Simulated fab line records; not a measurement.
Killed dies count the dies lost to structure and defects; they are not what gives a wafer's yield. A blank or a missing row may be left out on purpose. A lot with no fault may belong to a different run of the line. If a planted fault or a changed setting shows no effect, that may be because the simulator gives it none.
The same fault as seen by 2 desks -- flow sky130 -- each desk holds nothing but its own numbers, with what lay behind them at the end

## TOOL OWNER'S DESK, rie diel-02
The tool's own readings at SKY_LI_CONTACT_ETCH_15 (etches PSG in C4F8/O2/Ar, stops on Si, target depth 600 nm): means of the sampled wafers that have a number, for each lot that ran on this tool. Marked OUT: a lot whose mean sits more than 4 standard deviations from the usual mean, which makes it out of limits; the brackets give that distance.
Columns: A = oes product au at SKY_LI_CONTACT_ETCH_15, usual 0.838 a.u.
lot,first seen here,A
L310,day 29 02:35,0.838
L317,day 31 12:10,0.837
L326,day 35 06:00,0.835
L327,day 35 15:07,0.841
L328,day 35 19:57,0.837
L329,day 36 10:25,0.833
This desk found nothing out of limits on any of the 6 lots.

## FROM THE METROLOGY DESK
What the gauges read for every lot (on any tool): the sampled wafers with a number, averaged. Marked OUT: a lot whose mean sits more than 4 standard deviations from the usual mean, which makes it out of limits; the brackets give that distance.
Columns: A = VIA4_W_RS at SKY_VIA4_RS_MEAS_19, usual 0.2273 ohm/sq; B = METAL5_ALCU_THK at SKY_METAL5_THK_MEAS_06, usual 1184 nm; C = PASSIVATION_CVD_02_THK at SKY_PASSIVATION_THK_MEAS_03, usual 541 nm
lot,first seen here,A,B,C
L309,day 42 09:14,0.2263,1162,545
L311,day 42 17:31,0.2285,1180,547
L310,day 42 20:14,0.2291,1162,543
L312,day 43 13:08,0.2254,1187,542
L317,day 44 18:09,0.2288,1158,531
L324,day 46 16:16,0.2279,1188,540
L326,day 47 17:07,0.2281,1184,543
L327,day 47 21:56,0.2263,1184,542
L328,day 48 01:40,0.2264,1171,545
L330,day 48 12:54,0.2275,1184,538
L329,day 48 14:06,0.2294,1187,538
L331,day 48 14:45,0.2277,1177,541
L332,day 49 16:40,0.2224,1168,543
This desk found nothing out of limits on any of the 13 lots.

## BROUGHT TOGETHER
Nothing out of limits was seen by the tool owner's desk.
At the metrology desk, nothing out of limits was observed.

## WHAT THE SIMULATOR HAD INSERTED
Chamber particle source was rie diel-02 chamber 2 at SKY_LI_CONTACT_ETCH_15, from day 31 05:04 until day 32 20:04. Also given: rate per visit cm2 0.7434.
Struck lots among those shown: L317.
